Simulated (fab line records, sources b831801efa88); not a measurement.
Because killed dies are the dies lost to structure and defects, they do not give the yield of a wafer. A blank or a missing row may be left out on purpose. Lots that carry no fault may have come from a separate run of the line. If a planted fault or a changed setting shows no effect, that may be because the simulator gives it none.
fab line records ; flow gf180mcu
[record] lots = 11; wafers = 33; last-day = 35
route steps=602 shown V3@444 V4@481 MIM@503
lots untouched by any fault: they come from a run of this same line in which no faults occurred
start-h: hours from the record's first day to the start of the lot's first wafer shown ; wait-h: how many hours have passed since the lot's step before this one ; " identical to the entry in the row above ; L1.1+2: one row covering several wafers at once ; - either no value or no given start ; * or withheld: withheld ; < > ~ a bound
route shown NAME@n: names a module that has steps shown in the file, with the first one's number in the route ; usual: mean and standard deviation over wafers with no fault ; same: alike in all rows ; chamber/n: place in a boat ; sites: the reading at each site ; _std_site: how widely they spread, as a standard deviation ; _edge_site: outer sites' mean less inner sites' ; radius-mm: for every site, how far away it sits from the centre of the wafer ; mask NAME#n: copy n ; behind: the most recent tool/chamber to have shaped the wafer ; hold: reason for holding the lot/hours on hold/outcome of the hold ; device: the n, p or np transistor that did not switch ; end of line: at the end of the route, the tests of the same wafers ; where a step has no rows: the recipe by itself ; killed: the dies lost at the first sort to structure and to defects; this is not the yield of the wafer ; map: per-die view of a wafer (x killed, . not killed, _ where there is no die)
set.NAME: the run value of the setting; set.NAME@STEP: its run value at that earlier step ; model.NAME: the simulator's own value behind a step, which no gauge read
one table for each step of the route and one row for each wafer, over a sample of lots
services: from which hour (start-h, from the record's first day; less than 0 if before it) a tool's chamber was out of use, for how many hours, and why
[[steps]]
[step GF_V3_OVL_MEAS_15]
[usual] V3_OVL = -3/6.3
lot.wafer;tool;chamber;start-h;wait-h;V3_OVL[nm]
L106.1;overlay-01;-;533.22;0.1;-13
L106.2;overlay-01;-;533.22;0.1;-19
L106.6;overlay-01;-;533.22;0.1;-13
L107.1;overlay-01;-;539.93;0.1;-10
L107.3;overlay-01;-;539.93;0.1;-2
L107.6;overlay-01;-;539.93;0.1;-9
L108.3;overlay-02;-;555.45;0.1;4
L108.4;overlay-02;-;555.45;0.1;-7
L108.5;overlay-02;-;555.45;0.1;2
L109.1;overlay-02;-;561.02;0.1;1
L109.2;overlay-02;-;561.02;0.1;5
L109.5;overlay-02;-;561.02;0.1;3
L110.1;overlay-01;-;575.48;0.1;-5
L110.5;overlay-01;-;575.48;0.1;-8
L110.6;overlay-01;-;575.48;0.1;-7
L111.1;overlay-02;-;584.43;0.1;-18
L111.2;overlay-02;-;584.43;0.1;-8
L111.6;overlay-02;-;584.43;0.1;-7
L112.1;overlay-02;-;601.29;0.1;-5
L112.2;overlay-02;-;601.29;0.1;-3
L112.4;overlay-02;-;601.29;0.1;-8
L120.2;overlay-01;-;649.69;0.1;4
L120.5;overlay-01;-;649.69;0.1;-1
L120.6;overlay-01;-;649.69;0.1;1
L125.1;overlay-02;-;675.89;0.1;-4
L125.2;overlay-02;-;675.89;0.1;-4
L125.5;overlay-02;-;675.89;0.1;3
L127.1;overlay-02;-;693.30;0.1;0
L127.3;overlay-02;-;693.30;0.1;1
L127.4;overlay-02;-;693.30;0.1;0
L128.2;overlay-01;-;699.49;0.1;4
L128.4;overlay-01;-;699.49;0.1;7
L128.6;overlay-01;-;699.49;0.1;-3
[step GF_V4_BOW_MEAS_05]
[recipe] mode = bow
[usual] V4_BOW = 136/9.8
lot.wafer;tool;chamber;start-h;wait-h;V4_BOW[um]
L106.1;film-metro-02;-;559.14;0.2;147
L106.2;film-metro-02;-;559.14;0.2;148
L106.6;film-metro-02;-;559.14;0.2;148
L107.1;film-metro-02;-;565.73;0.2;122
L107.3;film-metro-02;-;565.73;0.2;131
L107.6;film-metro-02;-;565.73;0.2;138
L108.3;film-metro-02;-;580.62;0.1;144
L108.4;film-metro-02;-;580.62;0.1;142
L108.5;film-metro-02;-;580.62;0.1;143
L109.1;film-metro-01;-;587.04;0.1;134
L109.2;film-metro-01;-;587.04;0.1;133
L109.5;film-metro-01;-;587.04;0.1;135
L110.1;film-metro-01;-;599.84;0.1;123
L110.5;film-metro-01;-;599.84;0.1;128
L110.6;film-metro-01;-;599.84;0.1;137
L111.1;film-metro-03;-;608.05;0.2;134
L111.2;film-metro-03;-;608.05;0.2;128
L111.6;film-metro-03;-;608.05;0.2;138
L112.1;film-metro-03;-;625.39;0.2;128
L112.2;film-metro-03;-;625.39;0.2;140
L112.4;film-metro-03;-;625.39;0.2;127
L120.2;film-metro-03;-;672.80;0.3;146
L120.5;film-metro-03;-;672.80;0.3;144
L120.6;film-metro-03;-;672.80;0.3;144
L125.1;film-metro-03;-;698.28;0.2;118
L125.2;film-metro-03;-;698.28;0.2;130
L125.5;film-metro-03;-;698.28;0.2;127
L127.1;film-metro-01;-;715.43;0.1;120
L127.3;film-metro-01;-;715.43;0.1;110
L127.4;film-metro-01;-;715.43;0.1;120
L128.2;film-metro-01;-;721.46;0.2;142
L128.4;film-metro-01;-;721.46;0.2;137
L128.6;film-metro-01;-;721.46;0.2;145
[step GF_MIM_SPUTTER_00]
[recipe] material = Ti; target-thk-nm = 37.5; arriving-ion-energy-ev = 80; substrate-temp-c = 200; chamber-pressure-pa = 2; power-w = 4000; time-s = 150
[usual] throttle-valve-pct = 29.9/1.3
lot.wafer;tool;chamber;start-h;wait-h;throttle-valve-pct
L106.1;pvd-sputter-04;-;582.99;0.1;28.8
L106.2;pvd-sputter-04;-;582.99;0.1;30.1
L106.6;pvd-sputter-04;-;582.99;0.1;29.0
L107.1;pvd-sputter-02;-;589.08;0.2;27.8
L107.3;pvd-sputter-02;-;589.08;0.2;29.9
L107.6;pvd-sputter-02;-;589.08;0.2;30.1
L108.3;pvd-sputter-02;-;603.64;0.2;30.0
L108.4;pvd-sputter-02;-;603.64;0.2;29.9
L108.5;pvd-sputter-02;-;603.64;0.2;30.0
L109.1;pvd-sputter-02;-;609.98;0.1;30.8
L109.2;pvd-sputter-02;-;609.98;0.1;30.0
L109.5;pvd-sputter-02;-;609.98;0.1;30.0
L110.1;pvd-sputter-04;-;622.63;0.1;32.3
L110.5;pvd-sputter-04;-;622.63;0.1;29.0
L110.6;pvd-sputter-04;-;622.63;0.1;32.4
L111.1;pvd-sputter-01;-;630.25;0.2;30.5
L111.2;pvd-sputter-01;-;630.25;0.2;28.3
L111.6;pvd-sputter-01;-;630.25;0.2;30.5
L112.1;pvd-sputter-02;-;647.97;0.2;29.9
L112.2;pvd-sputter-02;-;647.97;0.2;30.6
L112.4;pvd-sputter-02;-;647.97;0.2;27.7
L120.2;pvd-sputter-04;-;694.52;0.1;28.8
L120.5;pvd-sputter-04;-;694.52;0.1;28.8
L120.6;pvd-sputter-04;-;694.52;0.1;29.9
L125.1;pvd-sputter-01;-;718.61;0.1;28.3
L125.2;pvd-sputter-01;-;718.61;0.1;32.0
L125.5;pvd-sputter-01;-;718.61;0.1;28.2
L127.1;pvd-sputter-02;-;734.89;0.2;27.6
L127.3;pvd-sputter-02;-;734.89;0.2;30.3
L127.4;pvd-sputter-02;-;734.89;0.2;29.8
L128.2;pvd-sputter-02;-;740.88;0.2;27.7
L128.4;pvd-sputter-02;-;740.88;0.2;30.7
L128.6;pvd-sputter-02;-;740.88;0.2;27.7
[step GF_MIM_SPUTTER_09]
[recipe] material = TiN; target-thk-nm = 35; power-w = 6500; time-s = 29.2; chamber-pressure-pa = 0.4
[usual] throttle-valve-pct = 29.9/1.3
lot.wafer;tool;chamber;start-h;wait-h;throttle-valve-pct
L106.1;pvd-sputter-01;-;583.37;0.0;29.8
L106.2;pvd-sputter-01;-;583.37;0.0;30.6
L106.6;pvd-sputter-01;-;583.37;0.0;30.4
L107.1;pvd-sputter-01;-;589.46;0.0;30.5
L107.3;pvd-sputter-01;-;589.46;0.0;28.1
L107.6;pvd-sputter-01;-;589.46;0.0;30.5
L108.3;pvd-sputter-01;-;604.02;0.0;30.7
L108.4;pvd-sputter-01;-;604.02;0.0;29.9
L108.5;pvd-sputter-01;-;604.02;0.0;30.0
L109.1;pvd-sputter-04;-;610.36;0.0;28.0
L109.2;pvd-sputter-04;-;610.36;0.0;28.9
L109.5;pvd-sputter-04;-;610.36;0.0;29.1
L110.1;pvd-sputter-01;-;623.01;0.0;30.4
L110.5;pvd-sputter-01;-;623.01;0.0;30.1
L110.6;pvd-sputter-01;-;623.01;0.0;30.4
L111.1;pvd-sputter-02;-;630.64;0.0;30.9
L111.2;pvd-sputter-02;-;630.64;0.0;27.5
L111.6;pvd-sputter-02;-;630.64;0.0;29.9
L112.1;pvd-sputter-01;-;648.35;0.0;31.9
L112.2;pvd-sputter-01;-;648.35;0.0;30.5
L112.4;pvd-sputter-01;-;648.35;0.0;29.9
L120.2;pvd-sputter-02;-;694.90;0.0;30.2
L120.5;pvd-sputter-02;-;694.90;0.0;27.7
L120.6;pvd-sputter-02;-;694.90;0.0;29.9
L125.1;pvd-sputter-04;-;719.00;0.0;30.4
L125.2;pvd-sputter-04;-;719.00;0.0;28.7
L125.5;pvd-sputter-04;-;719.00;0.0;28.2
L127.1;pvd-sputter-04;-;735.27;0.0;28.8
L127.3;pvd-sputter-04;-;735.27;0.0;30.2
L127.4;pvd-sputter-04;-;735.27;0.0;31.8
L128.2;pvd-sputter-01;-;741.26;0.0;28.5
L128.4;pvd-sputter-01;-;741.26;0.0;32.0
L128.6;pvd-sputter-01;-;741.26;0.0;30.1
[step GF_MIM_THK_MEAS_11]
[recipe] thk-meas-gauge = xrf; reads = AlCu_of_MIM_SPUTTER_08
[usual] MIM_ALCU_THK = 195.5/2.5
lot.wafer;tool;chamber;start-h;wait-h;MIM_ALCU_THK[nm]
L106.1;film-metro-01;-;583.53;0.1;194.1
L106.2;film-metro-01;-;583.53;0.1;194.0
L106.6;film-metro-01;-;583.53;0.1;195.3
L107.1;film-metro-03;-;589.61;0.1;196.8
L107.3;film-metro-03;-;589.61;0.1;198.5
L107.6;film-metro-03;-;589.61;0.1;197.0
L108.3;film-metro-04;-;604.19;0.1;196.0
L108.4;film-metro-04;-;604.19;0.1;195.4
L108.5;film-metro-04;-;604.19;0.1;196.5
L109.1;film-metro-04;-;610.51;0.1;198.2
L109.2;film-metro-04;-;610.51;0.1;201.1
L109.5;film-metro-04;-;610.51;0.1;202.9
L110.1;film-metro-04;-;623.17;0.1;192.8
L110.5;film-metro-04;-;623.17;0.1;192.3
L110.6;film-metro-04;-;623.17;0.1;192.8
L111.1;film-metro-04;-;630.79;0.1;196.3
L111.2;film-metro-04;-;630.79;0.1;197.7
L111.6;film-metro-04;-;630.79;0.1;199.5
L112.1;film-metro-04;-;648.51;0.1;198.9
L112.2;film-metro-04;-;648.51;0.1;197.3
L112.4;film-metro-04;-;648.51;0.1;195.8
L120.2;film-metro-03;-;695.06;0.1;188.5
L120.5;film-metro-03;-;695.06;0.1;194.7
L120.6;film-metro-03;-;695.06;0.1;187.2
L125.1;film-metro-04;-;719.15;0.1;194.5
L125.2;film-metro-04;-;719.15;0.1;197.7
L125.5;film-metro-04;-;719.15;0.1;193.2
L127.1;film-metro-01;-;735.42;0.1;199.0
L127.3;film-metro-01;-;735.42;0.1;196.1
L127.4;film-metro-01;-;735.42;0.1;196.7
L128.2;film-metro-03;-;741.43;0.1;196.6
L128.4;film-metro-03;-;741.43;0.1;195.5
L128.6;film-metro-03;-;741.43;0.1;196.4
[step GF_MIM_METAL_ETCH_19]
[recipe] chemistry = Cl2/BCl3; mask-material = NOVOLAK; stop-on = Si3N4; target-depth-nm = 324.5; pressure-mtorr = 8; icp-w = 800; bias-w = 140; Cl2_flow_sccm = 80; bcl3-flow-sccm = 40; time-s = 54.1
[usual] drypump-motor-current-A = 5.92/0.26; he-backside-leak-sccm = 3.28/0.17; oes-product-au = 0.940/0.0064; throttle-valve-pct = 28.285/0.01
lot.wafer;tool;chamber;start-h;wait-h;drypump-motor-current-A;he-backside-leak-sccm;oes-product-au;rf-hours-counter-h;throttle-valve-pct
L106.1;rie-metal-04;1;604.87;0.1;5.78;3.34;0.937;8;28.293
L106.2;rie-metal-04;0;604.87;0.1;5.70;3.17;0.939;7;28.281
L106.6;rie-metal-04;0;604.87;0.1;5.67;3.23;0.941;-;28.276
L107.1;rie-metal-03;1;611.17;0.1;5.59;3.09;0.935;11;28.293
L107.3;rie-metal-03;0;611.17;0.1;6.28;3.30;0.945;-;28.306
L107.6;rie-metal-03;0;611.17;0.1;6.29;3.39;0.931;-;28.274
L108.3;rie-metal-03;1;624.89;0.1;5.61;2.99;0.935;-;28.283
L108.4;rie-metal-03;0;624.89;0.1;6.30;3.05;0.950;-;28.286
L108.5;rie-metal-03;0;624.89;0.1;6.34;2.91;0.942;-;28.279
L109.1;rie-metal-02;1;631.15;0.1;5.99;3.46;0.947;10;28.269
L109.2;rie-metal-02;1;631.15;0.1;6.01;3.46;0.950;-;28.270
L109.5;rie-metal-02;1;631.15;0.1;6.00;3.46;0.948;-;28.261
L110.1;rie-metal-02;0;642.60;0.1;5.92;3.20;0.939;0;28.269
L110.5;rie-metal-02;0;642.60;0.1;5.94;3.35;0.935;-;28.292
L110.6;rie-metal-02;1;642.60;0.1;5.98;3.38;0.935;-;28.297
L111.1;rie-metal-03;1;650.67;0.1;5.59;3.02;0.947;13;28.270
L111.2;rie-metal-03;0;650.67;0.1;6.31;3.18;0.943;0;28.279
L111.6;rie-metal-03;1;650.67;0.1;5.60;3.01;0.947;-;28.272
L112.1;rie-metal-02;0;667.91;0.1;5.91;3.30;0.943;1;28.284
L112.2;rie-metal-02;1;667.91;0.1;5.96;3.47;0.947;11;28.285
L112.4;rie-metal-02;1;667.91;0.1;5.97;3.35;0.950;-;28.256
L120.2;rie-metal-04;0;712.95;0.1;5.66;3.26;0.972;11;28.258
L120.5;rie-metal-04;1;712.95;0.1;5.79;3.44;0.936;-;28.281
L120.6;rie-metal-04;0;712.95;0.1;5.66;3.32;0.970;-;28.261
L125.1;rie-metal-02;0;736.60;0.1;5.91;3.27;0.938;3;28.294
L125.2;rie-metal-02;1;736.60;0.1;5.95;3.38;0.946;14;28.267
L125.5;rie-metal-02;0;736.60;0.1;5.90;3.17;0.942;-;28.301
L127.1;rie-metal-03;0;753.06;0.1;6.29;3.16;0.942;5;28.272
L127.3;rie-metal-03;0;753.06;0.1;6.27;3.21;0.934;-;28.280
L127.4;rie-metal-03;0;753.06;0.1;6.29;3.30;0.939;-;28.294
L128.2;rie-metal-04;0;758.41;0.1;5.69;3.25;0.944;13;28.287
L128.4;rie-metal-04;1;758.41;0.1;5.77;3.32;0.948;-;28.284
L128.6;rie-metal-04;0;758.41;0.1;5.65;3.36;0.946;-;28.293
[[services]]
tool;chamber;start-h;hours;kind
pvd-sputter-02;2;572.15;-;consumable-replace:kit
pvd-sputter-02;2;572.15;18.0;scheduled-down
pvd-sputter-02;2;572.15;18.0;vent-cycle
rie-metal-02;-;606.44;0.5;repair
pvd-sputter-01;2;618.29;-;consumable-replace:kit
pvd-sputter-01;2;618.29;18.0;scheduled-down
pvd-sputter-01;2;618.29;18.0;vent-cycle
pvd-sputter-04;-;619.33;3.0;repair
rie-metal-02;0;621.05;-;clean
rie-metal-02;0;621.05;18.7;scheduled-down
pvd-sputter-01;-;636.26;2.1;repair
pvd-sputter-02;-;644.01;3.3;repair
pvd-sputter-04;3;670.98;-;consumable-replace:kit
pvd-sputter-04;3;670.98;18.0;scheduled-down
pvd-sputter-04;3;670.98;18.0;vent-cycle
rie-metal-03;-;689.96;2.8;pm
pvd-sputter-01;1;703.55;-;consumable-replace:kit
pvd-sputter-01;1;703.55;18.0;scheduled-down
pvd-sputter-01;1;703.55;18.0;vent-cycle
rie-metal-02;-;724.88;2.8;pm
rie-metal-02;-;732.51;0.4;repair
pvd-sputter-04;2;758.08;-;consumable-replace:kit
pvd-sputter-04;2;758.08;18.0;scheduled-down
pvd-sputter-04;2;758.08;18.0;vent-cycle
[[key]]
[first-sign] step = GF_MIM_THK_MEAS_11; reading = MIM_ALCU_THK; direction = down; sigmas = 3; usual = 195.5; struck = 187.8
[effect] step = GF_MIM_METAL_ETCH_19; reading = oes-product-au; direction = up; sigmas = 4.9; usual = 0.940; struck = 0.971
met-at GF_MIM_SPUTTER_09
struck-lots L120
struck-wafers L120.2,L120.6
not-acting-at GF_V3_OVL_MEAS_15,GF_V4_BOW_MEAS_05,GF_MIM_SPUTTER_00
[fault] kind = process-parameter-drift; tool = pvd-sputter-02; chamber = -; onset-h = 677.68; steps = GF_MIM_SPUTTER_09; channel = target-thk-nm; offset = 18.512; shape = step; end-h = 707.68; acts-in = these-recipes-only; stated = 35; scope = struck-wafers-only
